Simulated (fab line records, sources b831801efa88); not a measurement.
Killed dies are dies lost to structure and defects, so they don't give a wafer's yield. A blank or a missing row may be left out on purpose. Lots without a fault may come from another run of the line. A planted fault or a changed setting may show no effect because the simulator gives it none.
fab line records | flow gf180mcu
record lots=5 wafers=15 last_day=34
route steps=602 shown MIM@503 M5@526
lots that met no fault: from a run of the same line without faults
start_h: hours from the record's first day to the start of the lot's first wafer shown | wait_h: hours since the lot's step before | " the same as in the row above | L1.1+2: a row that stands for several wafers | - no value, or no start given | * or withheld: withheld | < > ~ a bound
route shown NAME@n: a module of which the file shows steps, and the number in the route of the first | usual: mean/standard deviation of fault-free wafers | same: alike in all rows | chamber/n: place in a boat | sites: the reading at each site | _std_site: their standard deviation | _edge_site: outer sites' mean less inner sites' | radius_mm: how far each site lies from the wafer's centre | mask NAME#n: copy n | behind: the tool/chamber that last shaped the wafer | hold: why the lot was held/for how many hours/how that ended | device: the transistor (n, p or np) that didn't switch | end of line: the same wafers' tests at the end of the route | a step without rows: its recipe alone | killed: dies lost to structure and defects at the first sort, not the wafer's yield | map: a wafer's dies, x killed, . not, _ none there
set.NAME: the setting as run; set.NAME@STEP: as run at that earlier step | model.NAME: the simulator's own value behind a step, which no gauge read
lots at some steps of the route; a table a step, a row a wafer
services: from which hour (start_h, from the record's first day; less than 0 if before it) a tool's chamber was out of use, for how many hours, and why
## steps
# step GF_MIM_SPUTTER_00
# recipe material=Ti target_thk_nm=37.5 arriving_ion_energy_ev=80 substrate_temp_c=200 chamber_pressure_pa=2 power_w=4000 time_s=150
# usual throttle_valve_pct=29.6/1.1
# columns lot.wafer tool chamber start_h wait_h throttle_valve_pct
L084.1 pvd_sputter-04 - 661.23 0.2 29.3
L084.3 " - " " 29.6
L084.6 " - " " 29.8
L085.1 pvd_sputter-03 - 669.05 0.2 27.9
L085.2 " - " " 29.9
L085.5 " - " " 29.6
L087.2 pvd_sputter-03 - 679.45 0.2 32.4
L087.4 " - " " 29.7
L087.6 " - " " 29.6
L094.4 pvd_sputter-01 - 708.69 0.1 30.0
L094.5 " - " " 29.4
L094.6 " - " " 30.2
L095.2 pvd_sputter-01 - 717.34 0.2 29.2
L095.4 " - " " 29.0
L095.6 " - " " 27.3
# step GF_MIM_SPUTTER_01
# recipe material=TiN target_thk_nm=30 power_w=6500 time_s=25 chamber_pressure_pa=0.4
# usual throttle_valve_pct=29.6/1.1
# columns lot.wafer tool chamber start_h wait_h throttle_valve_pct
L084.1 pvd_sputter-04 - 661.33 0.1 29.2
L084.3 " - " " 29.5
L084.6 " - " " 29.8
L085.1 pvd_sputter-03 - 669.15 0.1 28.2
L085.2 " - " " 29.8
L085.5 " - " " 29.7
L087.2 pvd_sputter-03 - 679.55 0.1 32.6
L087.4 " - " " 29.5
L087.6 " - " " 29.7
L094.4 pvd_sputter-01 - 708.79 0.1 30.1
L094.5 " - " " 29.1
L094.6 " - " " 30.1
L095.2 pvd_sputter-01 - 717.44 0.1 29.1
L095.4 " - " " 28.9
L095.6 " - " " 27.2
# step GF_MIM_SPUTTER_02
# recipe material=AlCu target_thk_nm=450 power_w=10600 time_s=23.9 chamber_pressure_pa=0.4
# usual throttle_valve_pct=29.6/1.1
# columns lot.wafer tool chamber start_h wait_h throttle_valve_pct
L084.1 pvd_sputter-04 - 661.36 0.0 29.5
L084.3 " - " " 29.5
L084.6 " - " " 29.7
L085.1 pvd_sputter-03 - 669.18 0.0 27.9
L085.2 " - " " 29.6
L085.5 " - " " 30.1
L087.2 pvd_sputter-03 - 679.58 0.0 32.1
L087.4 " - " " 29.7
L087.6 " - " " 29.6
L094.4 pvd_sputter-01 - 708.83 0.0 29.8
L094.5 " - " " 29.4
L094.6 " - " " 30.2
L095.2 pvd_sputter-01 - 717.48 0.0 29.3
L095.4 " - " " 29.1
L095.6 " - " " 27.2
# step GF_MIM_SPUTTER_03
# recipe material=Ti target_thk_nm=10 substrate_temp_c=300 chamber_pressure_pa=0.3 power_w=3000 time_s=6.7
# usual throttle_valve_pct=29.6/1.1
# columns lot.wafer tool chamber start_h wait_h throttle_valve_pct
L084.1 pvd_sputter-04 - 661.39 0.0 29.4
L084.3 " - " " 29.5
L084.6 " - " " 29.5
L085.1 pvd_sputter-03 - 669.21 0.0 28.4
L085.2 " - " " 29.6
L085.5 " - " " 29.3
L087.2 pvd_sputter-03 - 679.61 0.0 32.1
L087.4 " - " " 29.5
L087.6 " - " " 29.8
L094.4 pvd_sputter-01 - 708.86 0.0 30.0
L094.5 " - " " 29.4
L094.6 " - " " 30.0
L095.2 pvd_sputter-01 - 717.50 0.0 29.5
L095.4 " - " " 28.9
L095.6 " - " " 27.4
# step GF_MIM_SPUTTER_04
# recipe material=TiN target_thk_nm=50 power_w=6500 time_s=41.7 chamber_pressure_pa=0.4
# usual throttle_valve_pct=29.7/1.1
# columns lot.wafer tool chamber start_h wait_h throttle_valve_pct
L084.1 pvd_sputter-04 - 661.41 0.0 29.6
L084.3 " - " " 29.8
L084.6 " - " " 29.7
L085.1 pvd_sputter-03 - 669.23 0.0 28.1
L085.2 " - " " 30.0
L085.5 " - " " 29.8
L087.2 pvd_sputter-03 - 679.63 0.0 32.3
L087.4 " - " " 29.6
L087.6 " - " " 29.4
L094.4 pvd_sputter-01 - 708.88 0.0 30.2
L094.5 " - " " 29.1
L094.6 " - " " 30.0
L095.2 pvd_sputter-01 - 717.53 0.0 29.4
L095.4 " - " " 29.0
L095.6 " - " " 27.5
# step GF_MIM_CVD_05
# recipe material=Si3N4 target_thk_nm=42 temp_max_c=400 temp_c=385 time_s=29.086 rf_w=450
# usual heater_power_w=689/95
# columns lot.wafer tool chamber start_h wait_h heater_power_w
L084.1 pecvd-02 2 661.45 0.0 625
L084.3 " 1 " " 757
L084.6 " 0 " " 634
L085.1 pecvd-04 0 669.27 0.0 661
L085.2 " 2 " " 834
L085.5 " 0 " " 667
L087.2 pecvd-02 2 679.67 0.0 643
L087.4 " 1 " " 687
L087.6 " 0 " " 552
L094.4 pecvd-02 1 708.93 0.0 714
L094.5 " 0 " " 610
L094.6 " 2 " " 660
L095.2 pecvd-03 2 717.57 0.0 777
L095.4 " 0 " " 758
L095.6 " 2 " " 792
# step GF_MIM_THK_MEAS_06
# recipe reads=Si3N4_of_MIM_CVD_05
# usual MIM_CVD_05_THK=41.9/0.64
# columns lot.wafer tool chamber start_h wait_h MIM_CVD_05_THK[nm]
L084.1 film_metro-02 - 661.49 0.0 42.3
L084.3 " - " " 41.9
L084.6 " - " " 41.7
L085.1 film_metro-03 - 669.30 0.0 41.6
L085.2 " - " " 42.4
L085.5 " - " " 42.2
L087.2 film_metro-02 - 679.72 0.0 43.2
L087.4 " - " " 43.2
L087.6 " - " " 42.9
L094.4 film_metro-03 - 708.98 0.0 42.8
L094.5 " - " " 41.8
L094.6 " - " " 42.5
L095.2 film_metro-02 - 717.61 0.0 41.6
L095.4 " - " " 41.6
L095.6 " - " " 41.9
# step GF_MIM_SPUTTER_07
# recipe material=TiN target_thk_nm=60 power_w=6500 time_s=50 chamber_pressure_pa=0.4
# usual throttle_valve_pct=29.4/1.1
# columns lot.wafer tool chamber start_h wait_h throttle_valve_pct
L084.1 pvd_sputter-01 - 661.55 0.1 29.3
L084.3 " - " " 30.3
L084.6 " - " " 27.4
L085.1 pvd_sputter-03 - 669.36 0.1 28.3
L085.2 " - " " 32.3
L085.5 " - " " 32.3
L087.2 pvd_sputter-01 - 679.77 0.0 30.1
L087.4 " - " " 28.9
L087.6 " - " " 29.8
L094.4 pvd_sputter-04 - 709.03 0.0 29.2
L094.5 " - " " 29.8
L094.6 " - " " 29.6
L095.2 pvd_sputter-04 - 717.66 0.0 29.6
L095.4 " - " " 29.5
L095.6 " - " " 29.7
# step GF_MIM_SPUTTER_08
# recipe material=AlCu target_thk_nm=200 power_w=10600 time_s=10.6 chamber_pressure_pa=0.4
# usual throttle_valve_pct=29.4/1.1
# columns lot.wafer tool chamber start_h wait_h throttle_valve_pct
L084.1 pvd_sputter-01 - 661.59 0.0 28.9
L084.3 " - " " 29.8
L084.6 " - " " 27.4
L085.1 pvd_sputter-03 - 669.40 0.0 28.2
L085.2 " - " " 32.3
L085.5 " - " " 32.4
L087.2 pvd_sputter-01 - 679.81 0.0 30.3
L087.4 " - " " 29.3
L087.6 " - " " 30.1
L094.4 pvd_sputter-04 - 709.06 0.0 29.6
L094.5 " - " " 29.4
L094.6 " - " " 29.8
L095.2 pvd_sputter-04 - 717.70 0.0 29.8
L095.4 " - " " 29.7
L095.6 " - " " 29.6
# step GF_MIM_SPUTTER_09
# recipe material=TiN target_thk_nm=35 power_w=6500 time_s=29.2 chamber_pressure_pa=0.4
# usual throttle_valve_pct=29.4/1.1
# columns lot.wafer tool chamber start_h wait_h throttle_valve_pct
L084.1 pvd_sputter-01 - 661.61 0.0 28.8
L084.3 " - " " 30.1
L084.6 " - " " 27.6
L085.1 pvd_sputter-03 - 669.43 0.0 28.2
L085.2 " - " " 32.5
L085.5 " - " " 32.3
L087.2 pvd_sputter-01 - 679.83 0.0 30.0
L087.4 " - " " 29.0
L087.6 " - " " 30.3
L094.4 pvd_sputter-04 - 709.09 0.0 29.4
L094.5 " - " " 29.6
L094.6 " - " " 30.2
L095.2 pvd_sputter-04 - 717.72 0.0 29.9
L095.4 " - " " 29.4
L095.6 " - " " 29.6
# step GF_MIM_RS_MEAS_10
# recipe thk_meas_gauge=four-point-probe reads=TiN_of_MIM_SPUTTER_09+AlCu_of_MIM_SPUTTER_08+TiN_of_MIM_SPUTTER_07
# usual MIM_ALCU_RS=0.1596/0.0024
# columns lot.wafer tool chamber start_h wait_h MIM_ALCU_RS[ohm/sq]
L084.1 film_metro-03 - 661.65 0.0 0.1574
L084.3 " - " " 0.1610
L084.6 " - " " 0.1615
L085.1 film_metro-02 - 669.46 0.0 0.1607
L085.2 " - " " 0.1606
L085.5 " - " " 0.1596
L087.2 film_metro-03 - 679.88 0.0 0.1595
L087.4 " - " " 0.1568
L087.6 " - " " 0.1593
L094.4 film_metro-04 - 709.17 0.1 0.1586
L094.5 " - " " 0.1616
L094.6 " - " " 0.1606
L095.2 film_metro-03 - 717.78 0.0 0.1639
L095.4 " - " " 0.1621
L095.6 " - " " 0.1637
# step GF_MIM_THK_MEAS_11
# recipe thk_meas_gauge=xrf reads=AlCu_of_MIM_SPUTTER_08
# usual MIM_ALCU_THK=201.1/2.9
# columns lot.wafer tool chamber start_h wait_h MIM_ALCU_THK[nm]
L084.1 film_metro-03 - 661.77 0.1 203.7
L084.3 " - " " 198.6
L084.6 " - " " 199.4
L085.1 film_metro-02 - 669.58 0.1 198.4
L085.2 " - " " 199.6
L085.5 " - " " 200.8
L087.2 film_metro-03 - 679.99 0.1 200.3
L087.4 " - " " 203.7
L087.6 " - " " 200.4
L094.4 film_metro-04 - 709.26 0.1 205.0
L094.5 " - " " 200.6
L094.6 " - " " 201.3
L095.2 film_metro-03 - 717.89 0.1 196.6
L095.4 " - " " 199.4
L095.6 " - " " 196.3
# step GF_MIM_DEHYDRATE_12
# recipe temp_c=200 time_s=60
# columns lot.wafer tool chamber start_h wait_h
L084.1+3+6 litho_track-01 0 670.31 8.5
L085.1+2+5 litho_track-01 0 678.21 8.6
L087.2+4+6 litho_track-01 0 688.63 8.6
L094.4+5+6 litho_track-04 0 718.10 8.8
L095.2+4+6 litho_track-01 0 725.58 7.7
# step GF_MIM_HMDS_13
# recipe prime_time_s=60 prime_temp_c=120
# columns lot.wafer tool chamber start_h wait_h
L084.1+3+6 litho_track-01 0 670.46 0.1
L085.1+2+5 litho_track-01 0 678.36 0.1
L087.2+4+6 litho_track-01 0 688.78 0.1
L094.4+5+6 litho_track-04 0 718.25 0.1
L095.2+4+6 litho_track-01 0 725.73 0.1
# step GF_MIM_COAT_14
# recipe resist=NOVOLAK spin_rpm=3000 resist_thk_nm=1000
# columns lot.wafer tool chamber start_h wait_h
L084.1+3+6 litho_track-01 0 670.61 0.1
L085.1+2+5 litho_track-01 0 678.51 0.1
L087.2+4+6 litho_track-01 0 688.93 0.1
L094.4+5+6 litho_track-04 0 718.40 0.1
L095.2+4+6 litho_track-01 0 725.88 0.1
# step GF_MIM_SOFTBAKE_15
# recipe temp_c=90 time_s=60 resist=NOVOLAK
# columns lot.wafer tool chamber start_h wait_h
L084.1+3+6 litho_track-01 0 670.76 0.1
L085.1+2+5 litho_track-01 0 678.66 0.1
L087.2+4+6 litho_track-01 0 689.08 0.1
L094.4+5+6 litho_track-04 0 718.55 0.1
L095.2+4+6 litho_track-01 0 726.03 0.1
# step GF_MIM_EXPOSE_16
# recipe mask_id=FuseTop target_cd_nm=2000 na=0.6 source_shape=conventional sigma_outer=0.6 dose_mj=140
# same sigma_outer=0.6
# columns lot.wafer tool chamber start_h wait_h mask
L084.1+3+6 iline_stepper-01 0 - - FuseTop#0
L085.1+2+5 iline_stepper-01 0 - - FuseTop#0
L087.2+4+6 iline_stepper-01 0 - - FuseTop#0
L094.4+5+6 iline_stepper-01 0 - - FuseTop#0
L095.2+4+6 iline_stepper-01 0 - - FuseTop#0
# step GF_MIM_PEB_17
# recipe temp_c=withheld time_s=* resist=NOVOLAK
# columns lot.wafer tool chamber start_h wait_h
L084.1+3+6 litho_track-04 0 - -
L085.1+2+5 litho_track-01 0 - -
L087.2+4+6 litho_track-04 0 - -
L094.4+5+6 litho_track-01 0 - -
L095.2+4+6 litho_track-01 0 - -
# step GF_MIM_DEVELOP_18
# recipe develop_time_s=60 dev_temp_c=23
# columns lot.wafer tool chamber start_h wait_h
L084.1+3+6 litho_track-04 0 680.42 0.1
L085.1+2+5 litho_track-01 0 687.76 0.1
L087.2+4+6 litho_track-04 0 699.40 0.1
L094.4+5+6 litho_track-01 0 726.38 0.1
L095.2+4+6 litho_track-01 0 735.28 0.1
# step GF_MIM_METAL_ETCH_19
# recipe chemistry=Cl2/BCl3 mask_material=NOVOLAK stop_on=Si3N4 target_depth_nm=324.5 pressure_mtorr=8 icp_w=800 bias_w=140 Cl2_flow_sccm=80 bcl3_flow_sccm=40 time_s=54.1
# usual drypump_motor_current_A=5.7/0.41 oes_product_au=0.943/0.0074 throttle_valve_pct=28.282/0.011
# columns lot.wafer tool chamber start_h wait_h drypump_motor_current_A oes_product_au rf_hours_counter_h throttle_valve_pct
L084.1 rie_metal-03 0 680.57 0.1 6.5 0.952 2 28.280
L084.3 " 0 " " 6.5 0.942 - 28.283
L084.6 " 0 " " 6.5 0.940 - 28.266
L085.1 rie_metal-01 0 687.91 0.1 5.2 0.934 3 28.298
L085.2 " 1 " " 5.5 0.938 9 28.290
L085.5 " 1 " " 5.5 0.935 - 28.273
L087.2 rie_metal-01 1 699.52 0.1 5.6 0.942 9 28.284
L087.4 " 0 " " 5.1 0.951 - 28.266
L087.6 " 1 " " 5.5 0.945 - 28.286
L094.4 rie_metal-03 1 726.48 0.1 5.9 0.938 - 28.285
L094.5 " 0 " " 6.5 0.932 - 28.295
L094.6 " 1 " " 6.0 0.941 - 28.291
L095.2 rie_metal-04 0 735.41 0.1 5.4 0.938 0 28.298
L095.4 " 0 " " 5.4 0.938 - 28.268
L095.6 " 0 " " 5.4 0.942 - 28.290
# step GF_MIM_STRIP_20
# recipe chemistry=O2/N2 power_w=1400 pressure_mtorr=1500 platen_temp_c=250 o2_flow_sccm=3000 n2_flow_sccm=300 overash_fraction=0.5
# usual drypump_motor_current_A=5.45/0.19 heater_power_w=342/46 n2_flow_sccm=300.1/0.75 oes_product_au=0.692/0.0049 platen_temp_c=249.97/0.18 strip_time_to_endpoint_s=11.22/0.048
# columns lot.wafer tool chamber start_h wait_h drypump_motor_current_A heater_power_w n2_flow_sccm oes_product_au platen_temp_c rf_hours_counter_h strip_time_to_endpoint_s
L084.1 plasma_asher-03 0 680.64 0.0 5.26 344 300.9 0.686 250.11 91 11.22
L084.3 " 0 " " 5.25 354 300.0 0.681 250.10 - 11.18
L084.6 " 0 " " 5.25 345 301.2 0.686 250.25 - 11.24
L085.1 plasma_asher-01 1 687.98 0.0 5.52 283 299.9 0.690 250.25 61 11.31
L085.2 " 0 " " 5.68 398 300.7 0.696 250.13 61 11.28
L085.5 " 0 " " 5.67 406 299.7 0.696 250.18 - 11.24
L087.2 plasma_asher-01 0 699.59 0.0 5.68 398 300.1 0.692 250.02 62 11.22
L087.4 " 0 " " 5.66 404 300.8 0.691 250.12 - 11.24
L087.6 " 0 " " 5.67 395 301.3 0.701 250.11 - 11.18
L094.4 plasma_asher-02 1 726.56 0.1 5.19 329 300.6 0.694 249.91 - 11.20
L094.5 " 1 " " 5.21 327 300.2 0.704 249.79 - 11.28
L094.6 " 0 " " 5.67 392 300.4 0.686 249.86 - 11.20
L095.2 plasma_asher-03 0 735.48 0.0 5.27 355 300.2 0.692 250.03 97 11.19
L095.4 " 0 " " 5.25 348 299.3 0.692 250.01 - 11.20
L095.6 " 1 " " 5.38 285 299.5 0.687 249.73 - 11.22
# step GF_MIM_STRIP_21
# recipe chemistry=post_etch_residue_remover time_s=1200 temp_c=72.5
# usual temp_c=72.49/0.11
# columns lot.wafer tool chamber start_h wait_h temp_c
L084.1 wet_bench-04 3 680.74 0.1 72.52
L084.3 " 3 " " 72.60
L084.6 " 3 " " 72.64
L085.1 wet_bench-01 1 688.08 0.1 72.61
L085.2 " 1 " " 72.42
L085.5 " 1 " " 72.53
L087.2 wet_bench-04 1 699.69 0.1 72.27
L087.4 " 1 " " 72.57
L087.6 " 1 " " 72.58
L094.4 wet_bench-02 3 726.63 0.0 72.52
L094.5 " 3 " " 72.46
L094.6 " 3 " " 72.54
L095.2 wet_bench-01 2 735.58 0.1 72.49
L095.4 " 2 " " 72.57
L095.6 " 2 " " 72.45
# step GF_MIM_CLEAN_22
# recipe chemistry=DIW dry=n2_spin
# columns lot.wafer tool chamber start_h wait_h
L084.1+3+6 wet_bench-02 1 681.12 0.0
L085.1+2+5 wet_bench-04 1 688.42 0.0
L087.2+4+6 wet_bench-04 0 700.06 0.0
L094.4+5+6 wet_bench-01 1 726.97 0.0
L095.2+4+6 wet_bench-02 3 735.95 0.0
# step GF_M5_DEHYDRATE_00
# recipe temp_c=200 time_s=60
# columns lot.wafer tool chamber start_h wait_h
L084.1+3+6 litho_track-03 0 689.78 8.6
L085.1+2+5 litho_track-03 0 697.33 8.8
L087.2+4+6 litho_track-02 0 707.88 7.7
L094.4+5+6 litho_track-01 0 736.08 9.0
L095.2+4+6 litho_track-01 0 743.43 7.4
# step GF_M5_HMDS_01
# recipe prime_time_s=60 prime_temp_c=120
# columns lot.wafer tool chamber start_h wait_h
L084.1+3+6 litho_track-03 0 689.93 0.1
L085.1+2+5 litho_track-03 0 697.48 0.1
L087.2+4+6 litho_track-02 0 708.03 0.1
L094.4+5+6 litho_track-01 0 736.23 0.1
L095.2+4+6 litho_track-01 0 743.58 0.1
# step GF_M5_COAT_02
# recipe resist=KrF spin_rpm=withheld resist_thk_nm=1000
# columns lot.wafer tool chamber start_h wait_h
L084.1+3+6 litho_track-03 0 690.08 0.1
L085.1+2+5 litho_track-03 0 697.63 0.1
L087.2+4+6 litho_track-02 0 708.18 0.1
L094.4+5+6 litho_track-01 0 736.38 0.1
L095.2+4+6 litho_track-01 0 743.73 0.1
# step GF_M5_SOFTBAKE_03
# recipe temp_c=130 time_s=60 resist=KrF
# columns lot.wafer tool chamber start_h wait_h
L084.1+3+6 litho_track-03 0 690.23 0.1
L085.1+2+5 litho_track-03 0 697.78 0.1
L087.2+4+6 litho_track-02 0 708.33 0.1
L094.4+5+6 litho_track-01 0 736.53 0.1
L095.2+4+6 litho_track-01 0 743.88 0.1
# step GF_M5_EXPOSE_04
# recipe mask_id=Metal5 target_cd_nm=280 na=0.68 source_shape=conventional sigma_outer=0.6 dose_mj=28
# same sigma_outer=0.6
# columns lot.wafer tool chamber start_h wait_h mask
L084.1+3+6 krf_scanner-01 0 - - Metal5#0
L085.1+2+5 krf_scanner-01 0 - - Metal5#0
L087.2+4+6 krf_scanner-01 0 - - Metal5#0
L094.4+5+6 krf_scanner-02 0 - - Metal5#0
L095.2+4+6 krf_scanner-01 0 - - Metal5#0
# step GF_M5_PEB_05
# recipe peb_temp_c=135 peb_time_s=90 resist=KrF
# columns lot.wafer tool chamber start_h wait_h
L084.1+3+6 litho_track-02 0 - -
L085.1+2+5 litho_track-02 0 - -
L087.2+4+6 litho_track-01 0 - -
L094.4+5+6 litho_track-01 0 - -
L095.2+4+6 litho_track-02 0 - -
# step GF_M5_DEVELOP_06
# recipe develop_time_s=60 dev_temp_c=21
# columns lot.wafer tool chamber start_h wait_h
L084.1+3+6 litho_track-02 0 699.26 0.2
L085.1+2+5 litho_track-02 0 706.41 0.2
L087.2+4+6 litho_track-01 0 717.13 0.2
L094.4+5+6 litho_track-01 0 744.88 0.1
L095.2+4+6 litho_track-02 0 752.78 0.2
# step GF_M5_CD_MEAS_07
# recipe target_cd_nm=280
# usual cd_nm=280.0/1.2
# columns lot.wafer tool chamber start_h wait_h cd_nm
L084.1 cd_sem-02 - 699.41 0.1 282.5
L084.3 " - " " 283.5
L084.6 " - " " 282.6
L085.1 cd_sem-01 - 706.56 0.1 279.6
L085.2 " - " " 279.9
L085.5 " - " " 278.9
L087.2 cd_sem-02 - 717.28 0.1 279.8
L087.4 " - " " 279.6
L087.6 " - " " 279.7
L094.4 cd_sem-02 - 745.02 0.1 279.6
L094.5 " - " " 279.0
L094.6 " - " " 279.8
L095.2 cd_sem-02 - 752.93 0.1 278.3
L095.4 " - " " 277.9
L095.6 " - " " 277.2
# step GF_M5_OVL_MEAS_08
# usual M5_OVL=-7/6
# columns lot.wafer tool chamber start_h wait_h M5_OVL[nm]
L084.1 overlay-02 - 699.53 0.1 -3
L084.3 " - " " -6
L084.6 " - " " -10
L085.1 overlay-01 - 706.68 0.1 -15
L085.2 " - " " -8
L085.5 " - " " -10
L087.2 overlay-02 - 717.38 0.1 1
L087.4 " - " " 2
L087.6 " - " " 2
L094.4 overlay-01 - 745.09 0.1 -6
L094.5 " - " " -10
L094.6 " - " " -8
L095.2 overlay-01 - 753.03 0.1 -2
L095.4 " - " " -8
L095.6 " - " " 1
# step GF_M5_ETCH_09
# recipe chemistry=CF4/O2 target=Si3N4 target_depth_nm=52 source_w=800 bias_w=150 pressure_mtorr=150 cf4_flow_sccm=80 O2_flow_sccm=10 time_s=11.6
# usual drypump_motor_current_A=5.6/0.47 oes_product_au=1.003/0.011 throttle_valve_pct=5.973/0.0097
# columns lot.wafer tool chamber start_h wait_h drypump_motor_current_A oes_product_au rf_hours_counter_h throttle_valve_pct
L084.1 rie_diel-03 3 699.57 0.0 5.9 1.008 3 5.991
L084.3 " 0 " " 5.8 1.007 8 5.981
L084.6 " 0 " " 5.9 1.007 - 5.977
L085.1 rie_diel-02 1 706.72 0.0 5.1 1.005 23 5.976
L085.2 " 3 " " 4.8 0.998 14 5.977
L085.5 " 0 " " 6.1 0.989 - 5.961
L087.2 rie_diel-01 1 717.41 0.0 5.2 1.007 0 5.971
L087.4 " 2 " " 6.5 1.013 - 5.971
L087.6 " 3 " " 6.0 1.016 - 5.987
L094.4 rie_diel-02 1 745.11 0.0 5.1 1.008 24 5.961
L094.5 " 3 " " 4.8 0.994 - 5.956
L094.6 " 2 " " 5.8 1.010 - 5.973
L095.2 rie_diel-03 0 753.06 0.0 5.9 1.001 10 5.974
L095.4 " 1 " " 4.9 0.999 28 5.954
L095.6 " 0 " " 5.9 1.010 - 6.000
# step GF_M5_METAL_ETCH_10
# recipe chemistry=Cl2/BCl3 mask_material=KrF target_depth_nm=750.8 stop_on=SiO2 pressure_mtorr=8 icp_w=800 bias_w=140 Cl2_flow_sccm=80 bcl3_flow_sccm=40 time_s=125.1
# usual drypump_motor_current_A=5.61/0.18 oes_product_au=0.988/0.0089 throttle_valve_pct=28.234/0.012
# columns lot.wafer tool chamber start_h wait_h drypump_motor_current_A oes_product_au rf_hours_counter_h throttle_valve_pct
L084.1 rie_metal-02 1 699.59 0.0 5.71 0.996 10 28.211
L084.3 " 1 " " 5.73 0.990 - 28.228
L084.6 " 1 " " 5.70 0.985 - 28.249
L085.1 rie_metal-01 0 706.74 0.0 5.14 0.977 4 28.239
L085.2 " 1 " " 5.54 0.981 10 28.229
L085.5 " 0 " " 5.15 0.971 - 28.254
L087.2 rie_metal-04 1 717.48 0.1 5.77 1.002 - 28.222
L087.4 " 1 " " 5.77 1.002 - 28.225
L087.6 " 1 " " 5.80 0.993 - 28.207
L094.4 rie_metal-02 1 745.18 0.1 5.74 0.991 - 28.234
L094.5 " 1 " " 5.72 0.983 - 28.219
L094.6 " 0 " " 5.64 1.001 - 28.236
L095.2 rie_metal-04 0 753.09 0.0 5.40 0.980 1 28.228
L095.4 " 1 " " 5.77 0.994 - 28.227
L095.6 " 0 " " 5.41 0.982 - 28.231
## services
# columns tool chamber start_h hours kind
plasma_asher-01 - 638.93 0.3 repair
rie_metal-04 1 641.65 4.3 repair
krf_scanner-02 - 651.41 11.6 pm
plasma_asher-03 - 652.99 2.6 repair
pecvd-04 - 656.73 0.3 repair
pvd_sputter-01 - 663.93 5.5 repair
pvd_sputter-01 - 665.68 7.3 repair
rie_diel-01 1 665.87 4.9 repair
iline_stepper-01 - 668.65 2.1 pm
pecvd-03 - 668.91 1.7 repair
pecvd-04 - 671.24 2.8 pm
rie_diel-03 0 680.27 3.8 repair
krf_scanner-02 - 685.31 1.0 pm
pvd_sputter-03 - 702.86 1.3 repair
pecvd-03 - 706.29 0.5 repair
plasma_asher-03 - 710.53 3.9 repair
krf_scanner-01 - 720.79 1.0 pm
rie_diel-01 3 727.29 1.2 repair
krf_scanner-01 - 727.92 0.1 repair
rie_metal-03 0 734.90 4.2 repair
pvd_sputter-03 - 738.22 5.3 repair
plasma_asher-01 - 740.83 2.4 repair
plasma_asher-01 - 745.95 10.1 repair
krf_scanner-01 - 750.04 1.3 pm
## key
fault none
